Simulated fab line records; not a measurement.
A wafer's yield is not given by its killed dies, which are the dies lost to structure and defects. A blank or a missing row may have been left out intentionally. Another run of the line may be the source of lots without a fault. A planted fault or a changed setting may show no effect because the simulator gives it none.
Which tool was responsible?	flow sfq line	7 lots, 21 wafers sampled, at 5 steps of a route of 325

WHAT EACH GAUGE READ, for each wafer
SFQ_M6_OVL_MEAS_940.
lot	measured	on	M6_OVL (nm)
L928	day 57 06:50	overlay-02	-7 1 7
L931	day 58 09:01	overlay-01	7 -1 1
L933	day 59 08:41	overlay-02	7 6 -4
L939	day 60 12:17	overlay-02	9 11 14
L944	day 61 17:02	overlay-01	14 0 0
L947	day 62 07:26	overlay-01	0 10 7
L949	day 62 18:14	overlay-01	4 -2 -3

WHAT TOOL EACH LOT RAN ON (gives the tool, then ch and the chambers of the sampled wafers, and finally the start)
lot	SFQ_TRILAYER_R5_BARC_OPEN_METAL_ETCH_177	SFQ_TRILAYER_A5C_DEP_PECVD_142	SFQ_TRILAYER_C5_ETCH_VIA_ETCH_154	SFQ_TRILAYER_M6_DEP_SPUTTER_157
L928	rie metal-02 ch 0, day 51 01:18	pecvd-04 ch 1,2, day 51 02:11	rie diel-02 ch 0,2,3, day 55 22:17	pvd sputter-03, day 55 23:08
L931	rie metal-02 ch 1, day 52 17:54	pecvd-01 ch 0,1,2, day 52 18:47	rie diel-02 ch 0,2, day 57 06:25	pvd sputter-04, day 57 07:16
L933	rie metal-02 ch 0,1, day 53 20:19	pecvd-04 ch 0,1, day 53 21:11	rie diel-01 ch 0,1,3, day 58 11:26	pvd sputter-06, day 58 12:30
L939	rie metal-01 ch 0,1, day 55 11:27	pecvd-04 ch 0,1, day 55 12:20	rie diel-01 ch 0,3, day 59 23:14	pvd sputter-06, day 60 00:05
L944	rie metal-04 ch 0,1, day 56 19:24	pecvd-02 ch 0,1, day 56 20:17	rie diel-01 ch 1,2,3, day 61 04:47	pvd sputter-06, day 61 06:14
L947	rie metal-01 ch 0,1, day 57 15:48	pecvd-01 ch 0,1, day 57 16:41	rie diel-01 ch 1,2,3, day 61 22:47	pvd sputter-06, day 61 23:38
L949	rie metal-01 ch 0,1, day 58 03:55	pecvd-04 ch 0,1,2, day 58 04:47	rie diel-01 ch 0,2,3, day 62 11:59	pvd sputter-06, day 62 12:50
- SFQ_TRILAYER_R5_BARC_OPEN_METAL_ETCH_177: etches BARC in O2, target depth 125 nm, time 41.7 s.
- SFQ_TRILAYER_A5C_DEP_PECVD_142: deposits SiO2 from SiH4/N2O, time 15.556 s, target thk 70 nm.
- SFQ_TRILAYER_C5_ETCH_VIA_ETCH_154: etches SiO2 in CHF3, stops on Nb, target depth 84 nm.
- SFQ_TRILAYER_M6_DEP_SPUTTER_157: material Nb, target thk 200 nm, time 133.3 s.

THE ANSWER, worked out from the rows above alone
Rule: the usual values come from the lots themselves. Put in order of their means at a reading, lots are off if they are a third of the lots or fewer, leave a main group of 4 or more, and stand apart from it by a gap of 3 or more times the standard deviation of the main group's means; of several such gaps the widest counts. The tables above print the reading to a certain number of digits; a main group whose means all agree to those digits is not used. A lot without any number at a reading at which 4 lots or more have one is off too. Any other lot the step has rows for is counted as sound.
No lot is off on any of the readings shown, so nothing can be concluded from this.

WHAT THE SIMULATOR HAD PUT IN
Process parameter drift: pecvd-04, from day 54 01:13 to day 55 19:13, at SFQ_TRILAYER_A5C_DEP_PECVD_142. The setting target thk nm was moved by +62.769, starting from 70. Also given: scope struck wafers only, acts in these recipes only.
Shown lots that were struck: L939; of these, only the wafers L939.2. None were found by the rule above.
